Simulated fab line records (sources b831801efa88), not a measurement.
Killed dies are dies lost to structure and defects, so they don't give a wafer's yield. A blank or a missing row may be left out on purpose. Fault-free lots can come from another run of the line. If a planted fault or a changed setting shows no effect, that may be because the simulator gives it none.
fab line records	flow sky130
record lots=7	wafers=21	lastDay=50
route steps=708 shown VIA2@510
lots with no fault: from the same line, run without faults
startH: start of the lot's first displayed wafer, in hours after the record's first day	waitH: how many hours have passed since the lot's step before this one	" as in the row above	L1.1+2: a row that stands for several wafers	- no value present, or no start provided	* or withheld: withheld	< > ~ a bound
route shown NAME@n: names a module that has steps shown in the file, with the first one's number in the route	usual: mean/standard deviation of fault-free wafers	same: alike in all rows	chamber/n: place in a boat	sites: the reading at each site	_std_site: standard deviation of those values	_edge_site: mean of outer sites minus mean of inner sites	radiusMm: how far each site lies from the wafer's centre	mask NAME#n: copy n	behind: the last tool/chamber to shape the wafer	hold: reason for holding the lot/hours on hold/outcome of the hold	device: transistor that didn't switch, given as n, p or np	end of line: tests run on the same wafers once the route is complete	a step given without rows: its recipe and nothing more	killed: count of dies lost to structure and defects at first sort (not the wafer's yield)	map: the dies of a wafer, with x for killed, . for not killed, _ for no die there
set.NAME: the run value of the setting; set.NAME@STEP: its run value at that earlier step	model.NAME: the simulator's own value behind a step, which no gauge read
lots seen at some steps along the route; tables by step, rows by wafer
services: a tool's chamber out of use, with start hour (startH, from the record's first day; less than 0 if before it), hours out, and reason
## steps
# step SKY_VIA2_BOW_MEAS_03
# recipe mode=bow
# usual VIA2_BOW=83/7.8
lot.wafer	tool	chamber	startH	waitH	VIA2_BOW[um]
L262.3	filmMetro-03	-	856.60	0.2	76
L262.5	"	-	"	"	81
L262.6	"	-	"	"	84
L270.2	filmMetro-03	-	904.49	0.2	92
L270.5	"	-	"	"	95
L270.6	"	-	"	"	77
L271.1	filmMetro-02	-	906.32	0.2	76
L271.4	"	-	"	"	83
L271.6	"	-	"	"	74
L272.1	filmMetro-01	-	920.50	0.1	86
L272.3	"	-	"	"	84
L272.5	"	-	"	"	80
L278.2	filmMetro-03	-	968.00	0.2	89
L278.4	"	-	"	"	92
L278.5	"	-	"	"	91
L279.1	filmMetro-03	-	970.34	0.2	74
L279.2	"	-	"	"	83
L279.5	"	-	"	"	93
L281.1	filmMetro-02	-	1011.74	0.2	80
L281.2	"	-	"	"	92
L281.4	"	-	"	"	78
# step SKY_VIA2_DEHYDRATE_04
# recipe tempC=200	timeS=60
# step SKY_VIA2_HMDS_05
# recipe primeTimeS=60	primeTempC=120
# step SKY_VIA2_COAT_06
# recipe resist=BARC	tempC=withheld	timeS=withheld	spinRpm=3000	resistThkNm=60
# step SKY_VIA2_COAT_07
# recipe resist=KrF-thick	spinRpm=3000	resistThkNm=450
# step SKY_VIA2_SOFTBAKE_08
# recipe tempC=100	timeS=90	resist=KrF-thick
# step SKY_VIA2_EXPOSE_09
# recipe maskId=VIM2	na=0.8	sourceShape=annular	sigmaInner=0.55	sigmaOuter=0.85	targetCdNm=200	doseMj=38
# step SKY_VIA2_PEB_10
# recipe pebTempC=withheld	pebTimeS=withheld	resist=KrF-thick
# step SKY_VIA2_DEVELOP_11
# recipe developTimeS=60	resist=KrF-thick	devTempC=21
# step SKY_VIA2_CD_MEAS_12
# recipe targetCdNm=200
# usual cdNm=199.9/1.4
lot.wafer	tool	chamber	startH	waitH	cdNm
L262.3	cdSem-01	-	882.38	-	197.2
L262.5	"	-	"	"	197.3
L262.6	"	-	"	"	195.9
L270.2	cdSem-02	-	930.14	-	201.6
L270.5	"	-	"	"	201.5
L270.6	"	-	"	"	200.2
L271.1	cdSem-02	-	931.49	-	198.6
L271.4	"	-	"	"	200.3
L271.6	"	-	"	"	199.1
L272.1	cdSem-01	-	944.69	-	198.8
L272.3	"	-	"	"	199.0
L272.5	"	-	"	"	199.1
L278.2	cdSem-02	-	992.19	-	199.9
L278.4	"	-	"	"	201.2
L278.5	"	-	"	"	199.4
L279.1	cdSem-01	-	993.69	-	197.4
L279.2	"	-	"	"	198.1
L279.5	"	-	"	"	198.3
L281.1	cdSem-02	-	1034.75	-	200.4
L281.2	"	-	"	"	199.9
L281.4	"	-	"	"	200.6
# step SKY_VIA2_OVL_MEAS_13
# usual VIA2_OVL=0/6.4
lot.wafer	tool	chamber	startH	waitH	VIA2_OVL[nm]
L262.3	overlay-01	-	882.47	0.1	8
L262.5	"	-	"	"	4
L262.6	"	-	"	"	-4
L270.2	overlay-02	-	930.25	0.1	-11
L270.5	"	-	"	"	-10
L270.6	"	-	"	"	-5
L271.1	overlay-01	-	931.61	0.1	-13
L271.4	"	-	"	"	5
L271.6	"	-	"	"	4
L272.1	overlay-01	-	944.81	0.1	5
L272.3	"	-	"	"	7
L272.5	"	-	"	"	4
L278.2	overlay-02	-	992.30	0.1	-3
L278.4	"	-	"	"	3
L278.5	"	-	"	"	-5
L279.1	overlay-02	-	993.81	0.1	5
L279.2	"	-	"	"	2
L279.5	"	-	"	"	2
L281.1	overlay-01	-	1034.87	0.1	10
L281.2	"	-	"	"	12
L281.4	"	-	"	"	9
# step SKY_VIA2_ETCH_14
# recipe chemistry=N2/H2	target=BARC	ionEnergyEv=200	sourceW=500	biasW=100	pressureMtorr=30	n2FlowSccm=100	h2FlowSccm=200	stopOn=SiO2	timeS=45.9	targetDepthA=600
# usual biasW=100.0/0.31	chamberPressureMTorr=29.99/0.032	drypumpMotorCurrentA=5.8/0.42	n2FlowSccm=100.0/0.3	oesProductAu=0.855/0.0044	throttleValvePct=13.225/0.0087
lot.wafer	tool	chamber	startH	waitH	biasW	chamberPressureMTorr	drypumpMotorCurrentA	n2FlowSccm	oesProductAu	rfHoursCounterH	throttleValvePct
L262.3	rieDiel-02	3	882.49	0.0	100.3	30.02	5.6	100.1	0.850	5	13.220
L262.5	"	3	"	"	99.9	30.01	5.6	99.9	0.850	-	13.212
L262.6	"	0	"	"	99.7	29.97	6.3	100.4	0.853	-	13.228
L270.2	rieDiel-03	0	930.28	0.0	100.3	30.01	6.1	100.1	0.859	11	13.218
L270.5	"	0	"	"	99.6	29.95	6.1	99.9	0.862	-	13.217
L270.6	"	1	"	"	100.2	29.95	5.1	99.9	0.855	-	13.227
L271.1	rieDiel-02	2	931.64	0.0	99.7	30.01	5.9	99.9	0.857	11	13.214
L271.4	"	3	"	"	99.7	30.05	5.6	100.2	0.853	6	13.233
L271.6	"	1	"	"	99.9	29.99	5.7	100.2	0.845	-	13.213
L272.1	rieDiel-02	0	944.84	0.0	100.0	30.01	6.3	99.8	0.854	10	13.234
L272.3	"	2	"	"	100.3	30.01	5.8	99.8	0.852	11	13.226
L272.5	"	3	"	"	99.9	29.99	5.6	100.1	0.850	-	13.223
L278.2	rieDiel-02	3	992.33	0.0	100.1	29.99	5.6	100.2	0.850	8	13.225
L278.4	"	2	"	"	100.3	30.00	5.8	99.9	0.852	-	13.219
L278.5	"	0	"	"	100.2	30.01	6.3	100.0	0.852	-	13.221
L279.1	rieDiel-04	3	993.84	0.0	99.9	30.06	5.2	99.4	0.849	12	13.221
L279.2	"	2	"	"	100.1	29.98	5.4	100.1	0.852	17	13.236
L279.5	"	2	"	"	99.8	29.96	5.4	100.3	0.851	-	13.231
L281.1	rieDiel-03	1	1034.90	0.0	100.0	29.84	5.1	100.5	0.862	14	13.225
L281.2	"	2	"	"	99.9	30.01	5.6	99.7	0.855	23	13.234
L281.4	"	0	"	"	100.1	30.00	6.0	99.8	0.850	14	13.231
# step SKY_VIA2_ETCH_15
# recipe target=SiO2	chemistry=C4F8/O2/Ar	targetDepthNm=546	stopOn=TiN	maskMaterial=KrF-thick	sourceW=1500	biasW=1200	pressureMtorr=40	c4f8FlowSccm=withheld	O2_flow_sccm=6	Ar_flow_sccm=300	timeS=84
# usual biasW=1200/3.5	chamberPressureMTorr=39.99/0.035	oesProductAu=0.939/0.0046
lot.wafer	tool	chamber	startH	waitH	biasW	chamberPressureMTorr	oesProductAu	rfHoursCounterH	model.KrF-thick_of_VIA2_COAT_07.thkNm
L262.3	rieDiel-02	3	882.54	0.0	1198	40.03	0.942	5	286.9
L262.5	"	3	"	"	1204	39.97	0.932	-	287.1
L262.6	"	0	"	"	1202	39.93	0.930	-	287.1
L270.2	rieDiel-03	0	930.32	0.0	-	-	-	-	395
L270.5	"	0	"	"	-	-	-	-	394.1
L270.6	"	1	"	"	-	-	-	-	393.2
L271.1	rieDiel-02	2	931.69	0.0	-	-	-	-	394
L271.4	"	3	"	"	-	-	-	-	392.6
L271.6	"	1	"	"	-	-	-	-	392.8
L272.1	rieDiel-02	0	944.89	0.0	-	-	-	-	394.4
L272.3	"	2	"	"	-	-	-	-	395.3
L272.5	"	3	"	"	-	-	-	-	391.4
L278.2	rieDiel-02	3	992.37	0.0	1207	40.00	0.933	8	286.2
L278.4	"	2	"	"	1199	40.01	0.941	-	287.4
L278.5	"	0	"	"	1197	39.97	0.943	-	286.4
L279.1	rieDiel-04	3	993.89	0.0	1198	39.95	0.936	12	283.8
L279.2	"	2	"	"	1198	40.03	0.943	17	286.3
L279.5	"	2	"	"	1203	40.00	0.935	-	286
L281.1	rieDiel-03	1	1034.94	0.0	1195	40.05	0.944	15	282.3
L281.2	"	2	"	"	1199	39.99	0.937	23	282.3
L281.4	"	0	"	"	1195	40.02	0.943	14	283.7
# step SKY_VIA2_STRIP_16
# recipe chemistry=O2/N2	powerW=1400	pressureMtorr=1500	platenTempC=withheld	o2FlowSccm=3000	n2FlowSccm=300	overashFraction=0.5
# usual drypumpMotorCurrentA=5.8/0.43	n2FlowSccm=300.1/1	oesProductAu=0.398/0.0049	stripTimeToEndpointS=4.056/0.022
lot.wafer	tool	chamber	startH	waitH	drypumpMotorCurrentA	n2FlowSccm	oesProductAu	rfHoursCounterH	stripTimeToEndpointS
L262.3	plasmaAsher-04	1	882.63	0.1	4.9	299.6	0.401	-	4.093
L262.5	"	0	"	"	5.9	300.2	0.401	-	4.096
L262.6	"	1	"	"	4.9	301.7	0.401	-	4.086
L270.2	plasmaAsher-04	1	930.38	0.0	4.9	301.4	0.440	49	5.222
L270.5	"	0	"	"	5.8	299.5	0.448	-	5.221
L270.6	"	1	"	"	4.9	300.6	0.438	-	5.206
L271.1	plasmaAsher-04	1	931.75	0.0	4.9	301.8	0.438	49	5.212
L271.4	"	1	"	"	4.9	301.5	0.453	-	5.187
L271.6	"	0	"	"	5.8	299.3	0.444	-	5.198
L272.1	plasmaAsher-03	0	944.95	0.0	5.6	300.2	0.456	21	5.214
L272.3	"	0	"	"	5.6	298.7	0.433	-	5.219
L272.5	"	1	"	"	6.3	301.4	0.445	-	5.192
L278.2	plasmaAsher-03	0	992.43	0.0	5.6	300.3	0.403	26	4.093
L278.4	"	0	"	"	5.6	300.2	0.403	-	4.093
L278.5	"	1	"	"	6.4	300.4	0.398	-	4.072
L279.1	plasmaAsher-02	0	993.95	0.0	5.8	301.4	0.393	89	4.042
L279.2	"	1	"	"	6.1	299.0	0.397	89	4.071
L279.5	"	0	"	"	5.8	301.2	0.399	-	4.073
L281.1	plasmaAsher-03	1	1035.01	0.0	6.4	300.4	0.398	30	4.047
L281.2	"	0	"	"	5.5	299.7	0.395	30	4.029
L281.4	"	0	"	"	5.6	300.5	0.396	-	4.035
# step SKY_VIA2_STRIP_17
# recipe chemistry=postEtchResidueRemover	timeS=1200	tempC=72.5
## services
tool	chamber	startH	hours	kind
plasmaAsher-02	-	866.02	2.0	repair
rieDiel-03	-	867.73	1.2	repair
rieDiel-04	3	900.35	9.3	repair
rieDiel-04	1	901.29	7.9	repair
rieDiel-02	3	911.99	5.7	repair
rieDiel-03	0	916.64	4.1	repair
rieDiel-04	2	939.41	10.4	repair
rieDiel-02	0	966.94	5.6	repair
plasmaAsher-03	-	969.71	0.7	repair
rieDiel-02	1	986.29	13.4	repair
rieDiel-02	3	998.06	46.5	repair
plasmaAsher-02	-	1004.51	6.5	repair
rieDiel-04	0	1009.69	4.9	repair
rieDiel-03	-	1011.12	0.2	repair
## key
firstSign step=SKY_VIA2_ETCH_15	reading=toolRecord	direction=missing
effect step=SKY_VIA2_STRIP_16	reading=stripTimeToEndpointS	direction=up	sigmas=52	usual=*	struck=*
modelEffect step=SKY_VIA2_ETCH_15	value=KrF-thick_of_VIA2_COAT_07.thkNm	without=284.7	struck=393.7
metAt SKY_VIA2_ETCH_15
struckWafers L270.2,L270.5,L270.6,L271.1,L271.4,L271.6,L272.1,L272.3,L272.5
laterRowsLeftOut L270.2,L270.5,L270.6,L271.1,L271.4,L271.6,L272.1,L272.3,L272.5
sortLeftOut L270.2,L270.5,L270.6,L271.1,L271.4,L271.6,L272.1,L272.3,L272.5
onsetBetween 882.54 930.32
fault kind=skippedStepWhole	tool=rieDiel-02,rieDiel-03	chamber=-	onsetH=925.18	steps=SKY_VIA2_ETCH_15	scope=struckLotsOnly
# sortLeftOut: the simulated sort isn't trusted on such a fault, so these wafers' sort isn't shown, and their yield isn't known
# laterRowsLeftOut: the simulator's readings of these wafers behind a module that went badly wrong aren't trusted and aren't shown, but for the sort
